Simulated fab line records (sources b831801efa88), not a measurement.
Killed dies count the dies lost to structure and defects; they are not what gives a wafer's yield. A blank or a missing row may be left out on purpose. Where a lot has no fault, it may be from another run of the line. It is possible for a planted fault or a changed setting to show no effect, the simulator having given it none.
fab line records	flow sky130
[record] lots = 15	wafers = 44	last_day = 50
route steps=708 shown VT_ADJUST_LVTN@115 SONOS_TUNNEL@158 SONOS_ONO@173
lots with no fault: from the same line, run without faults
start_h: start of the lot's first displayed wafer, in hours after the record's first day	wait_h: hours elapsed since this lot's preceding step	" the same as in the row above	L1.1+2: one row covering several wafers at once	- value missing, or start not given	* or withheld: withheld	< > ~ a bound
route shown NAME@n: a module of which the file shows steps, and the number in the route of the first	usual: mean/standard deviation of fault-free wafers	same: alike in all rows	chamber/n: place in a boat	sites: readings site by site	_std_site: how widely they spread, as a standard deviation	_edge_site: inner sites' mean taken away from outer sites' mean	radius_mm: for every site, how far away it sits from the centre of the wafer	mask NAME#n: copy n	behind: tool/chamber where the wafer was last shaped	hold: why the lot went on hold/how many hours it stayed there/how the hold came to an end	device: names the non-switching transistor (n, p or np)	end of line: tests run on the same wafers once the route is complete	where a step has no rows: the recipe by itself	killed: at the first sort, the dies lost to defects and structure; wafer yield is something else	map: dies across one wafer; x = killed, . = not, _ = none there
set.NAME: the setting as run; set.NAME@STEP: as run at that earlier step	model.NAME: the simulator's own value behind a step, which no gauge read
steps of the route over a sample of lots; a table a step, a row a wafer
services: from which hour (start_h, from the record's first day; less than 0 if before it) a tool's chamber was out of use, for how many hours, and why
[[steps]]
[step SKY_VT_ADJUST_LVTN_OVL_MEAS_18]
[usual] VT_ADJUST_LVTN_01_OVL = 1.1/1.6
lot.wafer	tool	chamber	start_h	wait_h	VT_ADJUST_LVTN_01_OVL[nm]
L818.1	overlay-02	-	187.00	0.1	2.5
L818.4	"	-	"	"	1.2
L818.5	"	-	"	"	0.8
L817.1	overlay-01	-	187.65	0.1	3.2
L817.3	"	-	"	"	0.1
L817.6	"	-	"	"	1.3
L820.2	overlay-01	-	204.00	0.1	0.2
L820.5	"	-	"	"	0.3
L820.6	"	-	"	"	2.0
L819.1	overlay-01	-	207.55	0.1	4.2
L819.4	"	-	"	"	3.2
L819.5	"	-	"	"	2.7
L822.1	overlay-02	-	219.20	0.1	2.7
L822.4	"	-	"	"	1.5
L822.5	"	-	"	"	3.0
L821.1	overlay-02	-	219.50	0.1	0.7
L821.4	"	-	"	"	0.9
L821.5	"	-	"	"	1.5
L823.1	overlay-02	-	231.50	0.1	2.0
L823.3	"	-	"	"	0.0
L823.5	"	-	"	"	0.2
L826.3	overlay-02	-	238.22	0.1	0.6
L826.5	"	-	"	"	-1.3
L826.6	"	-	"	"	1.2
L825.2	overlay-02	-	241.51	0.1	-0.4
L825.3	"	-	"	"	-0.7
L825.4	"	-	"	"	1.1
L828.3	overlay-01	-	248.21	0.1	1.5
L828.5	"	-	"	"	0.6
L828.6	"	-	"	"	1.9
L830.1	overlay-02	-	250.00	0.1	3.2
L830.2	"	-	"	"	1.3
L830.3	"	-	"	"	2.7
L829.1	overlay-02	-	251.76	0.1	1.2
L829.2	"	-	"	"	0.5
L835.1	overlay-01	-	288.90	0.1	0.0
L835.4	"	-	"	"	3.5
L835.5	"	-	"	"	1.1
L839.1	overlay-02	-	312.45	0.1	0.2
L839.2	"	-	"	"	-1.4
L839.6	"	-	"	"	0.1
L840.1	overlay-02	-	320.30	0.1	-1.1
L840.2	"	-	"	"	0.3
L840.6	"	-	"	"	0.7
[step SKY_VT_ADJUST_LVTN_TW_MEAS_21]
[usual] VT_ADJUST_LVTN_2_TW = 189.5/1.5
lot.wafer	tool	chamber	start_h	wait_h	VT_ADJUST_LVTN_2_TW
L818.1	film_metro-01	-	187.29	0.1	190.0
L818.4	"	-	"	"	189.5
L818.5	"	-	"	"	190.0
L817.1	film_metro-04	-	187.93	0.1	191.6
L817.3	"	-	"	"	190.1
L817.6	"	-	"	"	191.5
L820.2	film_metro-02	-	204.29	0.1	187.0
L820.5	"	-	"	"	188.2
L820.6	"	-	"	"	187.0
L819.1	film_metro-01	-	207.83	0.1	189.5
L819.4	"	-	"	"	191.3
L819.5	"	-	"	"	190.8
L822.1	film_metro-02	-	219.49	0.1	187.6
L822.4	"	-	"	"	188.2
L822.5	"	-	"	"	187.8
L821.1	film_metro-01	-	219.79	0.1	189.1
L821.4	"	-	"	"	188.7
L821.5	"	-	"	"	189.0
L823.1	film_metro-04	-	231.79	0.1	192.7
L823.3	"	-	"	"	192.1
L823.5	"	-	"	"	193.5
L826.3	film_metro-04	-	238.51	0.1	191.3
L826.5	"	-	"	"	191.6
L826.6	"	-	"	"	191.5
L825.2	film_metro-01	-	241.80	0.1	190.0
L825.3	"	-	"	"	189.5
L825.4	"	-	"	"	189.8
L828.3	film_metro-01	-	248.50	0.1	189.6
L828.5	"	-	"	"	189.6
L828.6	"	-	"	"	189.2
L830.1	film_metro-04	-	250.29	0.1	191.9
L830.2	"	-	"	"	192.3
L830.3	"	-	"	"	191.7
L829.1	film_metro-04	-	252.05	0.1	192.6
L829.2	"	-	"	"	193.3
L835.1	film_metro-04	-	289.19	0.1	188.1
L835.4	"	-	"	"	188.3
L835.5	"	-	"	"	187.9
L839.1	film_metro-02	-	312.74	0.1	188.0
L839.2	"	-	"	"	187.8
L839.6	"	-	"	"	188.4
L840.1	film_metro-02	-	320.59	0.1	188.0
L840.2	"	-	"	"	188.6
L840.6	"	-	"	"	189.3
[step SKY_SONOS_TUNNEL_EXPOSE_04]
[recipe] mask_id = TUNM	na = 0.6	source_shape = conventional	sigma_outer = 0.6	polarization = unpolarized	target_cd_nm = 410	dose_mj = 136
lot.wafer	tool	chamber	start_h	wait_h	mask
L818.1+4+5	iline_stepper-01	0	267.25	-	TUNM#0
L817.1+3+6	iline_stepper-02	0	268.08	-	TUNM#0
L820.2+5+6	iline_stepper-02	0	287.17	-	TUNM#0
L819.1+4+5	iline_stepper-01	0	289.93	-	TUNM#0
L822.1+4+5	iline_stepper-02	0	303.28	-	TUNM#0
L821.1+4+5	iline_stepper-02	0	303.40	-	TUNM#0
L823.1+3+5	iline_stepper-01	0	317.37	-	TUNM#0
L826.3+5+6	iline_stepper-01	0	325.71	-	TUNM#0
L825.2+3+4	iline_stepper-02	0	329.10	-	TUNM#0
L828.3+5+6	iline_stepper-01	0	337.12	-	TUNM#0
L830.1+2+3	iline_stepper-01	0	340.50	-	TUNM#0
L829.1+2	iline_stepper-01	0	341.90	-	TUNM#0
L835.1+4+5	iline_stepper-02	0	383.53	-	TUNM#0
L839.1+2+6	iline_stepper-02	0	411.63	-	TUNM#0
L840.1+2+6	iline_stepper-01	0	419.23	-	TUNM#0
[step SKY_SONOS_TUNNEL_CD_MEAS_07]
[recipe] target_cd_nm = 410
[usual] cd_nm = 409.6/1.8
lot.wafer	tool	chamber	start_h	wait_h	cd_nm
L818.1	cd_sem-01	-	278.45	0.1	407.3
L818.4	"	-	"	"	407.7
L818.5	"	-	"	"	406.5
L817.1	cd_sem-01	-	278.75	0.1	409.9
L817.3	"	-	"	"	412.3
L817.6	"	-	"	"	411.2
L820.2	cd_sem-02	-	299.57	0.1	405.6
L820.5	"	-	"	"	406.7
L820.6	"	-	"	"	406.5
L819.1	cd_sem-02	-	301.80	0.1	407.0
L819.4	"	-	"	"	409.9
L819.5	"	-	"	"	409.3
L822.1	cd_sem-01	-	316.40	0.1	409.7
L822.4	"	-	"	"	410.2
L822.5	"	-	"	"	410.0
L821.1	cd_sem-02	-	316.65	0.1	410.8
L821.4	"	-	"	"	410.5
L821.5	"	-	"	"	410.7
L823.1	cd_sem-01	-	330.37	0.2	410.3
L823.3	"	-	"	"	408.9
L823.5	"	-	"	"	407.7
L826.3	cd_sem-01	-	338.44	0.1	409.9
L826.5	"	-	"	"	409.9
L826.6	"	-	"	"	410.5
L825.2	cd_sem-02	-	342.82	0.1	411.6
L825.3	"	-	"	"	411.9
L825.4	"	-	"	"	411.8
L828.3	cd_sem-01	-	351.04	0.1	428.5
L828.5	"	-	"	"	409.2
L828.6	"	-	"	"	411.3
L830.1	cd_sem-01	-	354.61	0.1	423.6
L830.2	"	-	"	"	410.9
L830.3	"	-	"	"	425.0
L829.1	cd_sem-01	-	355.50	0.1	425.3
L829.2	"	-	"	"	405.6
L835.1	cd_sem-02	-	397.10	0.1	409.4
L835.4	"	-	"	"	409.4
L835.5	"	-	"	"	408.6
L839.1	cd_sem-01	-	424.64	0.1	409.0
L839.2	"	-	"	"	409.3
L839.6	"	-	"	"	410.4
L840.1	cd_sem-02	-	433.60	0.1	411.4
L840.2	"	-	"	"	409.7
L840.6	"	-	"	"	409.9
[step SKY_SONOS_ONO_THK_MEAS_05]
[recipe] reads = SiO2_of_SONOS_ONO_CVD_04
[usual] SONOS_ONO_CVD_04_THK = 5.75/0.093
lot.wafer	tool	chamber	start_h	wait_h	SONOS_ONO_CVD_04_THK[nm]
L818.1	film_metro-01	-	282.91	0.0	5.96
L818.4	"	-	"	"	5.89
L818.5	"	-	"	"	5.94
L817.1	film_metro-01	-	284.16	0.0	5.87
L817.3	"	-	"	"	5.91
L817.6	"	-	"	"	5.78
L820.2	film_metro-03	-	305.85	0.0	5.78
L820.5	"	-	"	"	5.74
L820.6	"	-	"	"	5.80
L819.1	film_metro-03	-	307.09	0.0	5.79
L819.4	"	-	"	"	5.71
L819.5	"	-	"	"	5.69
L822.1	film_metro-04	-	321.46	0.0	5.70
L822.4	"	-	"	"	5.58
L822.5	"	-	"	"	5.56
L821.1	film_metro-01	-	323.34	0.0	5.72
L821.4	"	-	"	"	5.68
L821.5	"	-	"	"	5.70
L823.1	film_metro-01	-	335.84	0.0	5.69
L823.3	"	-	"	"	5.62
L823.5	"	-	"	"	5.65
L826.3	film_metro-03	-	343.25	0.0	5.61
L826.5	"	-	"	"	5.91
L826.6	"	-	"	"	5.74
L825.2	film_metro-03	-	348.79	0.0	5.82
L825.3	"	-	"	"	5.68
L825.4	"	-	"	"	5.67
L828.3	film_metro-04	-	356.83	0.0	5.67
L828.5	"	-	"	"	5.71
L828.6	"	-	"	"	5.70
L830.1	film_metro-01	-	360.84	0.0	5.72
L830.2	"	-	"	"	5.81
L830.3	"	-	"	"	5.89
L829.1	film_metro-04	-	363.09	0.0	5.77
L829.2	"	-	"	"	5.69
L835.1	film_metro-01	-	408.05	0.0	5.72
L835.4	"	-	"	"	5.68
L835.5	"	-	"	"	5.74
L839.1	film_metro-01	-	436.83	0.0	5.75
L839.2	"	-	"	"	5.70
L839.6	"	-	"	"	5.66
L840.1	film_metro-03	-	443.23	0.0	5.93
L840.2	"	-	"	"	5.71
L840.6	"	-	"	"	5.82
[[services]]
tool	chamber	start_h	hours	kind
iline_stepper-02	-	247.30	1.7	pm
iline_stepper-01	-	270.04	2.1	pm
iline_stepper-01	-	272.13	-	consumable_replace:lamp
iline_stepper-02	0	279.03	-	calibration
iline_stepper-02	-	356.40	8.9	pm
iline_stepper-02	-	365.38	2.1	pm
iline_stepper-02	-	367.46	-	consumable_replace:lamp
iline_stepper-01	0	387.52	-	calibration
iline_stepper-02	-	402.34	4.4	pm
iline_stepper-01	-	406.79	1.7	pm
[[key]]
[first_sign] step = SKY_SONOS_TUNNEL_CD_MEAS_07	reading = cd_nm	direction = up	sigmas = 8.8	usual = 409.6	struck = 425.6
effect none on later readings
met_at SKY_SONOS_TUNNEL_EXPOSE_04
struck_lots L828,L829,L830
struck_wafers L828.3,L829.1,L830.1,L830.3
sort_left_out L829.1
tester_left_out L828,L829,L830
not_acting_at SKY_VT_ADJUST_LVTN_OVL_MEAS_18,SKY_VT_ADJUST_LVTN_TW_MEAS_21,SKY_SONOS_ONO_THK_MEAS_05
onset_between 325.71 337.12
[fault] kind = process_parameter_drift	tool = iline_stepper-01	chamber = -	onset_h = 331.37	steps = SKY_SONOS_TUNNEL_EXPOSE_04	channel = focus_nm	offset = 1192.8	shape = step	end_h = 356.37	scope = struck_wafers_only
// tester_left_out: of these lots the tester's yield and bins aren't shown, on N5 and GAA mostly nor the transistor test; their killed dies are dies lost to structure and defects alone, not to doping, threshold or leakage, so they don't give the yield
// sort_left_out: the simulated sort isn't trusted on such a fault, so these wafers' sort isn't shown, and their yield isn't known
